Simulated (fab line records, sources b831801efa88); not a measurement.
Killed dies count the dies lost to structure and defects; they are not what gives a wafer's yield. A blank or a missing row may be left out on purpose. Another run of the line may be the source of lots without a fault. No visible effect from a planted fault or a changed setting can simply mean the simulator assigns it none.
Code-filled problem report in 8D (eight disciplines) form | flow sky130 | the parts of the form that need people (team, actions taken, sign-off) are left out

1. THE PROBLEM
CAP2M_TIN_RS at SKY_CAP2M_RS_MEAS_03 reads a mean of 6.47 ohm/sq on 2 wafers of 2 lots; wafers without a fault read 6.90 ohm/sq with a standard deviation of 0.062. Relative to the usual mean, that is a shift of -6.9 standard deviations.
The step: measures by four-point-probe.
The first sign was on wafer L110.6 at day 43 14:22, on film metro-01. The record has a number at this step for 26 wafers belonging to 9 lots. By rule, "out" or "out of limits" means more than 4 standard deviations away from the usual mean. The other wafers with a number count as sound.

2. WHAT IT IS, WHAT IT ISN'T
question                    | is                | is not
which readings at this step | CAP2M_TIN_RS      | -
which lots                  | L110, L112        | L100, L101, L102, L105, L116, L120, L997
which wafers of those lots  | L110.6, L112.4    | L110.3, L112.2, L112.3
read on which gauges        | film metro-01     | film metro-02, film metro-03
when                        | from day 43 14:22 | up to then (16 sound wafers); but 8 sound wafers of L112, L116, L120 came after

3. THE SUSPECTS, EACH WITH WHAT RULES IT OUT
Counting: any tool at a process step up to the reading remains a suspect provided it ran every lot that is out. Sound lots after the first of them don't rule it out here, since some wafers of a struck lot are sound.
- the gauge at SKY_CAP2M_RS_MEAS_03: kept. All the wafers that are out were read on film metro-01, and no step on other tools shows them out.
- pvd sputter-01 at SKY_VIA3_SPUTTER_20 (material TiN, target thk 20 nm, time 80 s): kept. Ran every lot that is out, first one L110 (day 43 13:19); last sound lot up to then L105 (day 42 05:01).
- pvd sputter-01 at SKY_CAP2M_SPUTTER_02 (material TiN, target thk 200 nm, time 166.7 s): kept. Ran every lot that is out, first one L110 (day 43 14:13); last sound lot up to then L105 (day 42 05:55).
pvd sputter-01 at SKY_VIA3_SPUTTER_20, pvd sputter-01 at SKY_CAP2M_SPUTTER_02 and film metro-01 at SKY_CAP2M_RS_MEAS_03 are what is left after counting.

4. THE CAUSE (what the simulator had put in)
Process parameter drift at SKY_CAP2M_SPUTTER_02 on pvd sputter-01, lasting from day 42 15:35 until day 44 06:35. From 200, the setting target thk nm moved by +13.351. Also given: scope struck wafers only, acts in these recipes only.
Of the 3 suspects that counting leaves, this tool is one.

5. THE EFFECT CHAIN, in route order
One row per reading whose mean, taken over the struck wafers that have a number, lies over 3 standard deviations from the usual. Only readings for which the record gives a usual standard deviation are gone through. hours: the time from each lot's start at the first step in this table that gives one to its start at this step, as a median over the lots. sigmas: the change in usual standard deviations.
hours | step                    | reading        | usual       | on struck wafers | change | sigmas
0     | SKY_CAP2M_RS_MEAS_03    | CAP2M_TIN_RS   | 6.90 ohm/sq | 6.47             | -0.43  | -6.9
0     | SKY_CAP2M_THK_MEAS_04   | CAP2M_TIN_THK  | 199.5 nm    | 212.1            | +12.6  | +6.3
21    | SKY_CAP2M_METAL_ETCH_13 | oes product au | 0.942 a.u.  | 0.979            | +0.037 | +5.1
It contains these process steps:
- SKY_CAP2M_METAL_ETCH_13: etches TiN in Cl2/BCl3, stops on SiO2, target depth 220 nm, time 62.9 s.

6. HOW IT WOULD HAVE BEEN CAUGHT EARLIER
In this record the first reading out of limits at a measuring or inspecting step was taken at day 43 14:22, 23 hours after the fault began at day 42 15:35.
No tool reading at SKY_CAP2M_SPUTTER_02 that has a usual standard deviation in the record was out on any struck wafer, so an alarm limit of 4 standard deviations on those readings would not have fired.
L112, from the lots that are out (2), started SKY_CAP2M_SPUTTER_02 on pvd sputter-01 later than day 43 14:22. It would have been spared by a hold on the tool at that moment.
